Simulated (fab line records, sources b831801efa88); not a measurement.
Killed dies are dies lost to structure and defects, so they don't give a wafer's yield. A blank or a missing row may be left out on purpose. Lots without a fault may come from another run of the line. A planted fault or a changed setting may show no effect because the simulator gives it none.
fab line records | flow sky130
record lots=5 wafers=15 last_day=50
route steps=708 shown NWELL@82 PWDE@84 VT_ADJUST_HVTP@85 VT_ADJUST_LVTN@97 PAD_OPEN@708
lots that met no fault: from a run of the same line without faults
start_h: hours from the record's first day to the start of the lot's first wafer shown | wait_h: hours since the lot's step before | " the same as in the row above | L1.1+2: a row that stands for several wafers | - no value, or no start given | * or withheld: withheld | < > ~ a bound
route shown NAME@n: a module of which the file shows steps, and the number in the route of the first | usual: mean/standard deviation of fault-free wafers | same: alike in all rows | chamber/n: place in a boat | sites: the reading at each site | _std_site: their standard deviation | _edge_site: outer sites' mean less inner sites' | radius_mm: how far each site lies from the wafer's centre | mask NAME#n: copy n | behind: the tool/chamber that last shaped the wafer | hold: why the lot was held/for how many hours/how that ended | device: the transistor (n, p or np) that didn't switch | end of line: the same wafers' tests at the end of the route | a step without rows: its recipe alone | killed: dies lost to structure and defects at the first sort, not the wafer's yield | map: a wafer's dies, x killed, . not, _ none there
set.NAME: the setting as run; set.NAME@STEP: as run at that earlier step | model.NAME: the simulator's own value behind a step, which no gauge read
lots at some steps of the route; a table a step, a row a wafer
services: from which hour (start_h, from the record's first day; less than 0 if before it) a tool's chamber was out of use, for how many hours, and why
## steps
# step SKY_NWELL_RS_MEAS_29
# recipe thk_meas_gauge=four-point-probe
# usual NWELL_RS=628.1/1.6
# columns lot.wafer tool chamber start_h wait_h NWELL_RS[ohm/sq]
L742.2 film_metro-03 - 135.38 0.1 628.4
L742.4 " - " " 628.6
L742.6 " - " " 627.8
L743.1 film_metro-02 - 140.07 0.1 627.6
L743.4 " - " " 627.8
L743.5 " - " " 627.0
L751.3 film_metro-02 - 186.68 0.1 629.4
L751.5 " - " " 630.0
L751.6 " - " " 627.9
L757.2 film_metro-03 - 223.94 0.1 628.5
L757.5 " - " " 628.3
L757.6 " - " " 627.4
L759.1 film_metro-04 - 240.61 0.1 628.2
L759.4 " - " " 626.5
L759.6 " - " " 626.8
# step SKY_NWELL_RS_MEAS_31
# recipe thk_meas_gauge=four-point-probe
# usual PWDE_RS=5359/16
# columns lot.wafer tool chamber start_h wait_h PWDE_RS[ohm/sq]
L742.2 film_metro-03 - 135.62 0.1 5351
L742.4 " - " " 5340
L742.6 " - " " 5350
L743.1 film_metro-02 - 140.31 0.1 5377
L743.4 " - " " 5391
L743.5 " - " " 5390
L751.3 film_metro-02 - 186.92 0.1 5372
L751.5 " - " " 5361
L751.6 " - " " 5345
L757.2 film_metro-03 - 224.18 0.1 5336
L757.5 " - " " 5343
L757.6 " - " " 5344
L759.1 film_metro-04 - 240.85 0.1 5360
L759.4 " - " " 5369
L759.6 " - " " 5359
# step SKY_VT_ADJUST_HVTP_DEHYDRATE_00
# recipe temp_c=200 time_s=60
# step SKY_VT_ADJUST_HVTP_HMDS_01
# recipe prime_time_s=60 prime_temp_c=120
# step SKY_VT_ADJUST_HVTP_COAT_02
# recipe resist=NOVOLAK spin_rpm=3046 resist_thk_nm=1140
# step SKY_VT_ADJUST_HVTP_SOFTBAKE_03
# recipe temp_c=90 time_s=60 resist=NOVOLAK
# step SKY_VT_ADJUST_HVTP_EXPOSE_04
# recipe mask_id=HVTPM na=0.6 source_shape=conventional sigma_outer=0.6 polarization=unpolarized target_cd_nm=380 dose_mj=140
# step SKY_VT_ADJUST_HVTP_PEB_05
# recipe temp_c=withheld time_s=* resist=NOVOLAK
# step SKY_VT_ADJUST_HVTP_DEVELOP_06
# recipe resist=NOVOLAK developer=TMAH develop_time_s=60 dev_temp_c=23
# step SKY_VT_ADJUST_HVTP_CD_MEAS_07
# recipe target_cd_nm=380
# usual cd_nm=380.1/2.4
# columns lot.wafer tool chamber start_h wait_h cd_nm
L742.2 cd_sem-02 - 154.53 0.1 375.8
L742.4 " - " " 378.5
L742.6 " - " " 377.5
L743.1 cd_sem-02 - 159.23 0.1 379.5
L743.4 " - " " 378.1
L743.5 " - " " 379.5
L751.3 cd_sem-01 - 208.85 0.1 377.3
L751.5 " - " " 376.0
L751.6 " - " " 377.1
L757.2 cd_sem-01 - 246.60 0.1 375.9
L757.5 " - " " 373.9
L757.6 " - " " 375.3
L759.1 cd_sem-02 - 264.53 0.1 380.4
L759.4 " - " " 381.1
L759.6 " - " " 377.6
# step SKY_VT_ADJUST_HVTP_OVL_MEAS_08
# usual VT_ADJUST_HVTP_OVL=-1.6/1.4
# columns lot.wafer tool chamber start_h wait_h VT_ADJUST_HVTP_OVL[nm]
L742.2 overlay-02 - 154.63 0.1 -2.3
L742.4 " - " " -4.5
L742.6 " - " " -3.6
L743.1 overlay-01 - 159.35 0.1 -1.0
L743.4 " - " " 0.3
L743.5 " - " " 0.5
L751.3 overlay-01 - 208.94 0.1 -3.2
L751.5 " - " " -1.9
L751.6 " - " " -2.6
L757.2 overlay-02 - 246.70 0.1 -2.1
L757.5 " - " " -2.7
L757.6 " - " " -1.8
L759.1 overlay-01 - 264.65 0.1 0.1
L759.4 " - " " 2.1
L759.6 " - " " 2.2
# step SKY_VT_ADJUST_HVTP_IMPLANT_09
# recipe species=As energy_kev=150 dose_cm2=4.3e+12 tilt_deg=withheld
# usual beam_on_s=10.01/0.19 end_station_pressure_torr=5.04e-06/2.7e-07
# columns lot.wafer tool chamber start_h wait_h beam_on_s end_station_pressure_torr
L742.2 implanter-03 0 154.69 0.0 9.84 5.2e-06
L742.4 " 0 " " 9.96 4.73e-06
L742.6 " 0 " " 10.34 4.85e-06
L743.1 implanter-01 0 159.38 0.0 10.21 4.98e-06
L743.4 " 0 " " 9.94 5.04e-06
L743.5 " 0 " " 9.97 4.7e-06
L751.3 implanter-01 0 209.01 0.1 10.13 4.79e-06
L751.5 " 0 " " 10.25 5.06e-06
L751.6 " 0 " " 9.95 4.91e-06
L757.2 implanter-02 0 246.76 0.0 10.41 5.44e-06
L757.5 " 0 " " 10.05 5.32e-06
L757.6 " 0 " " 9.98 4.93e-06
L759.1 implanter-03 0 264.68 0.0 9.94 5.15e-06
L759.4 " 0 " " 9.84 5.2e-06
L759.6 " 0 " " 10.20 4.84e-06
# step SKY_VT_ADJUST_HVTP_STRIP_10
# recipe chemistry=O2/N2 power_w=1400 pressure_mtorr=1500 platen_temp_c=withheld o2_flow_sccm=3000 n2_flow_sccm=300 overash_fraction=0.5
# usual drypump_motor_current_A=5.9/0.64 oes_product_au=0.716/0.0045 strip_time_to_endpoint_s=14.08/0.039
# columns lot.wafer tool chamber start_h wait_h drypump_motor_current_A oes_product_au rf_hours_counter_h strip_time_to_endpoint_s
L742.2 plasma_asher-04 1 154.81 0.1 6.1 0.710 2 14.09
L742.4 " 0 " " 6.7 0.708 - 14.11
L742.6 " 0 " " 6.7 0.717 - 14.12
L743.1 plasma_asher-02 0 159.53 0.1 5.5 0.718 48 14.09
L743.4 " 1 " " 6.7 0.718 - 14.13
L743.5 " 1 " " 6.7 0.718 - 14.12
L751.3 plasma_asher-04 1 209.15 0.1 6.1 0.720 - 14.12
L751.5 " 1 " " 6.1 0.715 - 14.13
L751.6 " 0 " " 6.7 0.718 - 14.10
L757.2 plasma_asher-01 1 246.88 0.1 5.0 0.718 44 14.03
L757.5 " 0 " " 5.4 0.714 - 14.06
L757.6 " 1 " " 5.0 0.713 - 14.04
L759.1 plasma_asher-01 0 264.83 0.1 5.4 0.717 46 14.08
L759.4 " 1 " " 5.0 0.709 - 14.09
L759.6 " 1 " " 5.0 0.711 - 14.07
# step SKY_VT_ADJUST_HVTP_TW_MEAS_11
# usual VT_ADJUST_HVTP_TW=1340/8.8
# columns lot.wafer tool chamber start_h wait_h VT_ADJUST_HVTP_TW
L742.2 film_metro-01 - 154.92 0.1 1349
L742.4 " - " " 1342
L742.6 " - " " 1349
L743.1 film_metro-03 - 159.63 0.1 1330
L743.4 " - " " 1324
L743.5 " - " " 1334
L751.3 film_metro-02 - 209.23 0.1 1316
L751.5 " - " " 1323
L751.6 " - " " 1312
L757.2 film_metro-02 - 246.99 0.1 1325
L757.5 " - " " 1325
L757.6 " - " " 1320
L759.1 film_metro-01 - 264.93 0.1 1344
L759.4 " - " " 1344
L759.6 " - " " 1354
# step SKY_VT_ADJUST_LVTN_DEHYDRATE_00
# recipe temp_c=200 time_s=60
# step SKY_PAD_OPEN_PROBE_99
# usual killed_at_M0_to_M3=44/7.9 killed_at_M4_up=3.1/2 killed_at_contacts=23/4.9 killed_at_front_end=15/3.9 killed_at_other=0.2/0.49 killed_dies=86/10 killed_open=47/7.1 killed_short=39/7.1
# same gross_dies=492 killed_at_back_side=0
# columns lot.wafer tool chamber start_h wait_h killed_at_M0_to_M3 killed_at_M4_up killed_at_contacts killed_at_front_end killed_at_other killed_dies killed_open killed_short model.etest.tip_p.rs_ohm_sq model.etest.tip_p.rs_ohm_sq_range model.etest.pfet_01v8.drive_ua_um model.etest.pfet_01v8_mvt.drive_ua_um model.etest.pfet_01v8.drive_ua_um_range model.etest.pfet_01v8_hvt.drive_ua_um model.etest.pfet_01v8_mvt.off_log10_a_um model.etest.pfet_01v8_mvt.vt_sat_v
L742.2 prober-01 - 1110.49 0.1 39 3 28 14 0 84 33 50 6969 258.4 192.9 152.3 5.52 142.8 -10.6 -0.5644
L742.4 prober-01 - 1110.59 0.2 33 4 22 19 0 78 37 39 6984 271.3 196.8 153.6 7.928 145.3 -10.69 -0.5628
L742.6 prober-01 - 1110.69 0.2 31 0 24 18 1 74 33 41 6904 191.1 187.6 151.1 6.417 139.6 -10.77 -0.5678
L743.1 prober-02 - 1111.42 0.1 52 4 30 16 0 102 65 37 6976 241.9 196.3 153.7 9.218 146.6 -10.63 -0.5724
L743.4 prober-02 - 1111.57 0.2 53 3 30 9 0 95 53 42 6914 263 192.1 149.4 7.529 140.9 -10.69 -0.5738
L743.5 prober-02 - 1111.62 0.2 43 1 18 15 0 77 48 29 6906 218.4 196.2 152.6 10.26 145.2 -10.56 -0.5624
L751.3 prober-02 - 1157.98 0.2 40 2 16 19 0 77 34 42 6540 341.4 212.6 166.5 12.64 156.1 -9.438 -0.456
L751.5 prober-02 - 1158.08 0.2 51 3 23 23 0 100 59 41 6542 434 211.3 166.8 19.81 156.8 -9.361 -0.4564
L751.6 prober-02 - 1158.13 0.2 38 2 28 18 0 86 46 40 6571 393.6 210 165.2 13.62 156.9 -9.21 -0.4522
L757.2 prober-02 - 1184.34 0.1 46 5 22 16 1 90 46 44 6681 163.3 205.3 159.2 7.418 153.6 -9.99 -0.5087
L757.5 prober-02 - 1184.49 0.2 35 6 22 16 0 79 42 37 6697 158.8 204.1 157.6 6.434 151.5 -9.855 -0.5123
L757.6 prober-02 - 1184.54 0.2 43 2 27 7 0 79 44 35 6698 170.5 194.5 155 5.139 145.1 -9.942 -0.5196
L759.1 prober-02 - 1195.55 0.1 47 6 18 19 0 90 52 38 6718 168.8 192.8 153.7 10.2 143.1 -10.62 -0.5467
L759.4 prober-02 - 1195.70 0.2 36 2 27 14 1 80 44 36 6721 138.7 201.6 156.9 7.381 150.8 -10.32 -0.5391
L759.6 prober-02 - 1195.80 0.2 47 5 20 16 0 88 51 37 6730 157.4 201.3 156.8 5.581 150.4 -10.17 -0.525
# killed by level:class
L742.2 LOCAL_INTERCONNECT:geometric_particle:short=10 METAL2:geometric_particle:short=7 CONTACT:geometric_particle:short=6 CONTACT:geometric_particle:open=6 VIA1:geometric_particle:open=5 VIA1:geometric_particle:short=5 VIA2:geometric_particle:short=5 FIELD_ISO:geometric_particle:open=4
L742.4 VIA1:geometric_particle:open=9 CONTACT:geometric_particle:open=8 POLY_GATE:geometric_particle:short=6 VIA1:geometric_particle:short=6 METAL2:geometric_particle:short=5 SPACER:geometric_particle:open=4 LI_CONTACT:geometric_particle:open=4 LOCAL_INTERCONNECT:geometric_particle:short=4
L742.6 VIA1:geometric_particle:open=10 LOCAL_INTERCONNECT:geometric_particle:short=9 CONTACT:geometric_particle:short=8 FIELD_ISO:geometric_particle:short=6 CONTACT:geometric_particle:open=6 METAL2:geometric_particle:short=5 VIA3:geometric_particle:open=5 SPACER:geometric_particle:short=4
L743.1 VIA1:geometric_particle:open=12 CONTACT:geometric_particle:open=11 VIA3:geometric_particle:open=10 VIA2:geometric_particle:open=8 LI_CONTACT:geometric_particle:open=6 VIA2:geometric_particle:short=6 FIELD_ISO:geometric_particle:open=5 LOCAL_INTERCONNECT:geometric_particle:short=5
L743.4 CONTACT:geometric_particle:open=14 VIA1:geometric_particle:open=11 VIA3:geometric_particle:open=9 METAL2:geometric_particle:short=7 VIA1:geometric_particle:short=6 LI_CONTACT:geometric_particle:open=5 LOCAL_INTERCONNECT:geometric_particle:short=5 CONTACT:geometric_particle:short=5
L743.5 VIA1:geometric_particle:open=13 CONTACT:geometric_particle:open=10 VIA3:geometric_particle:open=6 LI_CONTACT:geometric_particle:open=5 METAL2:geometric_particle:short=5 VIA2:geometric_particle:open=5 FIELD_ISO:geometric_particle:short=4 FIELD_ISO:geometric_particle:open=4
L751.3 VIA1:geometric_particle:open=10 POLY_GATE:geometric_particle:short=6 CONTACT:geometric_particle:open=6 FIELD_ISO:geometric_particle:short=5 METAL1:geometric_particle:short=5 LOCAL_INTERCONNECT:geometric_particle:short=5 VIA3:geometric_particle:short=5 VIA2:geometric_particle:open=4
L751.5 VIA1:geometric_particle:open=23 CONTACT:geometric_particle:open=8 VIA2:geometric_particle:open=8 POLY_GATE:geometric_particle:short=6 METAL2:geometric_particle:short=5 POLY_GATE:geometric_particle:open=4 LI_CONTACT:geometric_particle:short=4 LI_CONTACT:geometric_particle:open=4
L751.6 VIA1:geometric_particle:open=11 CONTACT:geometric_particle:open=9 LOCAL_INTERCONNECT:geometric_particle:short=7 VIA2:geometric_particle:open=6 VIA3:geometric_particle:open=5 SPACER:geometric_particle:short=5 METAL1:geometric_particle:short=5 LI_CONTACT:geometric_particle:open=4
L757.2 CONTACT:geometric_particle:open=12 VIA1:geometric_particle:open=8 VIA1:geometric_particle:short=6 VIA2:geometric_particle:open=6 VIA3:geometric_particle:open=6 FIELD_ISO:geometric_particle:open=5 POLY_GATE:geometric_particle:short=5 METAL1:geometric_particle:short=5
L757.5 LI_CONTACT:geometric_particle:open=10 VIA2:geometric_particle:open=7 FIELD_ISO:geometric_particle:short=6 VIA1:geometric_particle:open=6 VIA2:geometric_particle:short=6 POLY_GATE:geometric_particle:short=5 METAL4:geometric_particle:short=5 CONTACT:geometric_particle:open=4
L757.6 LI_CONTACT:geometric_particle:open=8 CONTACT:geometric_particle:open=8 VIA3:geometric_particle:open=8 LOCAL_INTERCONNECT:geometric_particle:short=7 METAL2:geometric_particle:short=7 VIA2:geometric_particle:open=7 METAL1:geometric_particle:short=6 VIA1:geometric_particle:open=4
L759.1 VIA3:geometric_particle:open=10 VIA1:geometric_particle:open=9 VIA2:geometric_particle:open=7 VIA1:geometric_particle:short=6 METAL3:geometric_particle:open=6 FIELD_ISO:geometric_particle:open=5 LOCAL_INTERCONNECT:geometric_particle:short=5 CONTACT:geometric_particle:short=5
L759.4 CONTACT:geometric_particle:open=12 VIA1:geometric_particle:open=7 METAL1:geometric_particle:short=6 FIELD_ISO:geometric_particle:open=5 CONTACT:geometric_particle:short=5 METAL3:geometric_particle:short=5 METAL2:geometric_particle:short=5 VIA2:geometric_particle:open=5
L759.6 FIELD_ISO:geometric_particle:open=10 VIA1:geometric_particle:open=9 VIA2:geometric_particle:open=8 LI_CONTACT:geometric_particle:open=7 VIA3:geometric_particle:open=7 METAL2:geometric_particle:short=6 METAL3:geometric_particle:short=6 CONTACT:geometric_particle:open=5
## services
# columns tool chamber start_h hours kind
implanter-01 - 133.62 1.6 repair
implanter-01 - 147.70 1.8 repair
implanter-02 - 169.92 1.7 repair
plasma_asher-04 - 177.69 2.6 repair
implanter-01 - 194.71 5.2 repair
implanter-01 - 195.79 10.5 repair
implanter-03 - 210.03 4.1 pm
implanter-01 - 222.67 6.6 repair
implanter-02 - 253.59 0.7 repair
plasma_asher-02 - 256.13 7.1 repair
## key
first_sign step=SKY_VT_ADJUST_HVTP_TW_MEAS_11 reading=VT_ADJUST_HVTP_TW direction=down sigmas=2.6 usual=1340 struck=1317
effect none on later readings
model_effect step=SKY_PAD_OPEN_PROBE_99 value=etest.tip_p.rs_ohm_sq without=6787 struck=6551
met_at SKY_VT_ADJUST_HVTP_IMPLANT_09
struck_wafers L751.3,L751.5,L751.6
tester_left_out L751
onset_between 159.38 209.01
also_fits SKY_VT_ADJUST_HVTP_STRIP_10:plasma_asher-04
fault kind=process_parameter_drift tool=implanter-01 chamber=- onset_h=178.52 steps=SKY_VT_ADJUST_HVTP_IMPLANT_09 channel=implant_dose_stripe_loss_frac offset=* shape=step end_h=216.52
# tester_left_out: of these lots the tester's yield and bins aren't shown, on N5 and GAA mostly nor the transistor test; their killed dies are dies lost to structure and defects alone, not to doping, threshold or leakage, so they don't give the yield
